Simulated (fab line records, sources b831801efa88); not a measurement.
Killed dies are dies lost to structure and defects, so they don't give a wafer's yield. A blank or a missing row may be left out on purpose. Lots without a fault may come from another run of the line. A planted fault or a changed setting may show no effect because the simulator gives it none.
A struck lot beside a sound one | flow sfq_line | 43 steps out of a route of 325
Sound: wafers L604.1, L604.4, L604.5. Struck: wafer L621.1. (L621.3, L621.5 of the same lot were not struck and are left out.) The cause comes at the end.
At each step with rows: each side's tool, then ch and its chambers, then its first start. Under that, the readings that differ: sound wafers | struck wafers | difference of the means | sigmas: that difference in standard deviations of wafers without a fault.
alike: readings whose means differ by less than 2 such deviations, and words and numbers that are the same on both sides. not compared: withheld readings, readings that some wafer has no value for, bounds like >300 that may hide the same value, and numbers for which the record gives no deviation and whose values overlap.
The two part at a step that has a row with sigmas, a row that says differs or no value, or rows on one side only. Numbers that don't overlap but have no deviation are shown without sigmas and don't part them. A reading that every wafer of one side lacks parts them only if that side has two wafers or more.

first, 3 steps without rows for these wafers: SFQ_TRILAYER_M5_LITHO_EXPOSE_124 (exposes mask M5, target cd 700 nm); SFQ_TRILAYER_M5_LITHO_PEB_126 (peb time 60 s); SFQ_TRILAYER_M5_LITHO_DEVELOP_125 (time 60 s).
SFQ_M5_OVL_MEAS_932:
  sound on overlay-02, day 45 20:39; struck on overlay-01, day 52 10:00
  alike: M5_OVL
then, 4 steps without rows for these wafers: SFQ_TRILAYER_M5_BARC_OPEN_METAL_ETCH_161 (etches BARC in O2, target depth 125 nm, time 41.7 s); SFQ_TRILAYER_M5_ETCH_METAL_ETCH_126 (etches Nb in Cl2/BCl3, stops on SiO2, time 203.2 s, target depth 265 nm); SFQ_TRILAYER_M5_STRIP_STRIP_127 (strips in O2); SFQ_TRILAYER_M5_STRIP_SOLV_CLEAN_128 (cleans in NMP, time 600 s).
SFQ_TRILAYER_A5B_DEP_PECVD_129: deposits SiO2 from SiH4/N2O, time 133.33 s, target thk 600 nm.
  sound on pecvd-03 ch 0,1,2, day 45 21:53; struck on pecvd-03 ch 1, day 52 11:04
  alike: heater_power_w, throttle_valve_pct
-- the record jumps here: 2 days lie between the struck wafers' starts before and after --
SFQ_TRILAYER_A5B_CMP_CMP_130: polishes, stops on Nb, target thk 340.7 nm.
  sound on cmp-02 ch 1,3, day 48 17:31; struck on cmp-01 ch 1, day 54 18:34
  reading             | sound        | struck | difference | sigmas
  motor_current_A (A) | 10.2 9.5 9.4 | 13.2   | +3.5       | +4
then, 2 steps without rows for these wafers: SFQ_TRILAYER_A5B_METRO_MEASURE_131; SFQ_TRILAYER_R5_DEP_SPUTTER_132 (material Ti, target thk 5 nm, time 5 s).
SFQ_TRILAYER_R5_DEP_SPUTTER_133: material MoNx, target thk 40 nm, time 66.7 s.
  sound on pvd_sputter-04, day 48 21:44; struck on pvd_sputter-04, day 54 21:47
  reading                                               | sound             | struck | difference | sigmas
  model.MoNx_of_TRILAYER_R5_DEP_SPUTTER_133.thk_nm (nm) | 39.12 38.76 38.44 | 31.71  | -7.06      |
  alike: throttle_valve_pct
then, 1 step without rows for these wafers: SFQ_TRILAYER_R5_DEP_SPUTTER_134 (material Ti, target thk 5 nm, time 5 s).
SFQ_R5_RS_MEAS_933: measures by four-point-probe.
  sound on film_metro-01, day 48 21:48; struck on film_metro-02, day 54 21:51
  reading             | sound          | struck | difference | sigmas
  R5_MONX_RS (ohm/sq) | 7.23 7.30 7.36 | 8.80   | +1.50      | +13
SFQ_R5_THK_MEAS_934: measures by xrf.
  sound on film_metro-01, day 48 21:55; struck on film_metro-02, day 54 21:58
  reading          | sound          | struck | difference | sigmas
  R5_MONX_THK (nm) | 38.0 37.6 37.3 | 31.2   | -6.4       | -9
then, 6 steps without rows for these wafers: SFQ_TRILAYER_R5_LITHO_COAT_141 (resist thk 62 nm); SFQ_TRILAYER_R5_LITHO_COAT_136 (resist thk 600 nm); SFQ_TRILAYER_R5_LITHO_SOFTBAKE_140; SFQ_TRILAYER_R5_LITHO_EXPOSE_137 (exposes mask R5, target cd 500 nm); SFQ_TRILAYER_R5_LITHO_PEB_139 (peb time 60 s); SFQ_TRILAYER_R5_LITHO_DEVELOP_138 (time 60 s).
-- the record jumps here: 2 days lie between the struck wafers' starts before and after --
SFQ_R5_OVL_MEAS_935:
  sound on overlay-01, day 51 01:16; struck on overlay-01, day 57 08:34
  alike: R5_OVL
then, 2 steps without rows for these wafers: SFQ_TRILAYER_R5_BARC_OPEN_METAL_ETCH_177 (etches BARC in O2, target depth 125 nm, time 41.7 s); SFQ_TRILAYER_R5_ETCH_METAL_ETCH_139 (etches the open film in Cl2, stops on SiO2, target depth 60 nm, time 40 s).
SFQ_TRILAYER_R5_STRIP_STRIP_140: strips in O2.
  sound on rie_metal-02 ch 1, day 51 01:25; struck on rie_metal-01 ch 0, day 57 08:43
  alike: drypump_motor_current_A, he_backside_leak_sccm, oes_product_au
  not compared: rf_hours_counter_h
then, 1 step without rows for these wafers: SFQ_TRILAYER_R5_STRIP_SOLV_CLEAN_141 (cleans in NMP, time 600 s).
SFQ_TRILAYER_A5C_DEP_PECVD_142: deposits SiO2 from SiH4/N2O, time 15.556 s, target thk 70 nm.
  sound on pecvd-04 ch 0,2, day 51 02:11; struck on pecvd-04 ch 1, day 57 09:29
  alike: heater_power_w, throttle_valve_pct
then, 6 steps without rows for these wafers: SFQ_TRILAYER_I5_LITHO_COAT_149 (resist thk 62 nm); SFQ_TRILAYER_I5_LITHO_COAT_144 (resist thk 650 nm); SFQ_TRILAYER_I5_LITHO_SOFTBAKE_148; SFQ_TRILAYER_I5_LITHO_EXPOSE_145 (exposes mask I5, target cd 700 nm); SFQ_TRILAYER_I5_LITHO_PEB_147 (peb time 60 s); SFQ_TRILAYER_I5_LITHO_DEVELOP_146 (time 60 s).
SFQ_I5_OVL_MEAS_936:
  sound on overlay-02, day 53 10:00; struck on overlay-01, day 58 11:25
  alike: I5_OVL
SFQ_TRILAYER_I5_BARC_OPEN_VIA_ETCH_200: etches BARC in O2, target depth 125 nm, time 41.7 s.
  sound on rie_diel-02 ch 0,3, day 53 10:02; struck on rie_diel-02 ch 1, day 58 11:28
  alike: drypump_motor_current_A, oes_product_au
  not compared: rf_hours_counter_h
then, 6 steps without rows for these wafers: SFQ_TRILAYER_I5_ETCH_VIA_ETCH_147 (etches the open film in CHF3, stops on Nb, target depth 360 nm); SFQ_TRILAYER_I5_STRIP_STRIP_148 (strips in O2); SFQ_TRILAYER_I5_STRIP_SOLV_CLEAN_149 (cleans in NMP, time 600 s); SFQ_TRILAYER_C5_LITHO_COAT_156 (resist thk 62 nm); SFQ_TRILAYER_C5_LITHO_COAT_151 (resist thk 650 nm); SFQ_TRILAYER_C5_LITHO_SOFTBAKE_155.
-- the record jumps here: 20 days lie between the struck wafers' starts before and after --
SFQ_M8_BOW_MEAS_951:
  sound on film_metro-03, day 68 20:00; struck on film_metro-04, day 78 09:40
  reading                 | sound             | struck | difference | sigmas
  model.etest.r5.ohm_um   | 14.46 14.59 14.7  | 17.81  | +3.23      |
  model.etest.c5.link_ohm | 8.181 8.248 8.311 | 9.877  | +1.630     |
  model.etest.r5.ohm_sq   | 7.222 7.288 7.348 | 8.909  | +1.623     |
  alike: M8_BOW

WHERE THEY PART
First at SFQ_TRILAYER_A5B_CMP_CMP_130; last, within this record, at SFQ_R5_THK_MEAS_934. Later steps at which nothing parts them and some readings are alike: SFQ_R5_OVL_MEAS_935, SFQ_TRILAYER_R5_STRIP_STRIP_140, SFQ_TRILAYER_A5C_DEP_PECVD_142, SFQ_I5_OVL_MEAS_936, SFQ_TRILAYER_I5_BARC_OPEN_VIA_ETCH_200, SFQ_M8_BOW_MEAS_951.

WHY: what the simulator had put in
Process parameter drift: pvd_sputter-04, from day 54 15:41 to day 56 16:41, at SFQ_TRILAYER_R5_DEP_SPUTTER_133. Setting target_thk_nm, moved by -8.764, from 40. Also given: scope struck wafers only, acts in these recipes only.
